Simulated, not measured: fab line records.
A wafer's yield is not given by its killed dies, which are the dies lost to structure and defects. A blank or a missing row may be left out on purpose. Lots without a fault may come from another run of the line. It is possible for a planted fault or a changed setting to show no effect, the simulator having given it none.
Matching of chambers || flow gf180mcu || 4 sister chambers for GF_STI_CMP_25 on cmp-02
The step polishes, stops on Si3N4, t overpolish 33 s, target thk 524.6 nm. 4 wafers are shown with their chamber, then 9 later ones without.

## WAFERS, EACH WITH ITS CHAMBER
{"wafer": "L960.5", "chamber": 2, "time to endpoint s (s)": 119}
{"wafer": "L966.2", "chamber": 0, "time to endpoint s (s)": 139}
{"wafer": "L966.4", "chamber": 3, "time to endpoint s (s)": 129}
{"wafer": "L966.5", "chamber": 1, "time to endpoint s (s)": 131}

## WAFERS WHOSE CHAMBER IS MISSING
{"wafer": "L971.2", "time to endpoint s (s)": 130}
{"wafer": "L971.5", "time to endpoint s (s)": 130}
{"wafer": "L971.6", "time to endpoint s (s)": 121}
{"wafer": "L972.2", "time to endpoint s (s)": 121}
{"wafer": "L972.4", "time to endpoint s (s)": 128}
{"wafer": "L972.5", "time to endpoint s (s)": 118}
{"wafer": "L974.1", "time to endpoint s (s)": 122}
{"wafer": "L974.2", "time to endpoint s (s)": 130}
{"wafer": "L974.5", "time to endpoint s (s)": 120}

## EACH ONE'S CHAMBER
{"wafer": "L971.2", "from the rows above": "can't be placed: 1 or 3", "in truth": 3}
{"wafer": "L971.5", "from the rows above": "can't be placed: 1 or 3", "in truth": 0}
{"wafer": "L971.6", "from the rows above": 2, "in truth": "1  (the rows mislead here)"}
{"wafer": "L972.2", "from the rows above": 2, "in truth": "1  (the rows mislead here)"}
{"wafer": "L972.4", "from the rows above": "can't be placed: 3 or 1", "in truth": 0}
{"wafer": "L972.5", "from the rows above": 2, "in truth": 2}
{"wafer": "L974.1", "from the rows above": 2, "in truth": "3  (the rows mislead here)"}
{"wafer": "L974.2", "from the rows above": "can't be placed: 1 or 3", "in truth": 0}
{"wafer": "L974.5", "from the rows above": 2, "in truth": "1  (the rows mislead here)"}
Correctly placed: 1 of 9. From these rows, 4 cannot be placed; in 1 the true chamber is one of the candidates. 4 placed wrongly.
How it was worked out, from the rows above alone: a wafer's distance from a chamber is the root of the sum, over the readings, of the square of ((its reading less the chamber's mean) divided by the reading's scatter). If the next closest chamber is less than 2 further off than the closest, the wafer can't be placed; otherwise it belongs to the closest. Each chamber's mean is taken over the wafers shown for it. The scatter: root of mean squared gap, hidden wafer to nearest shown wafer, with one shown wafer a chamber.
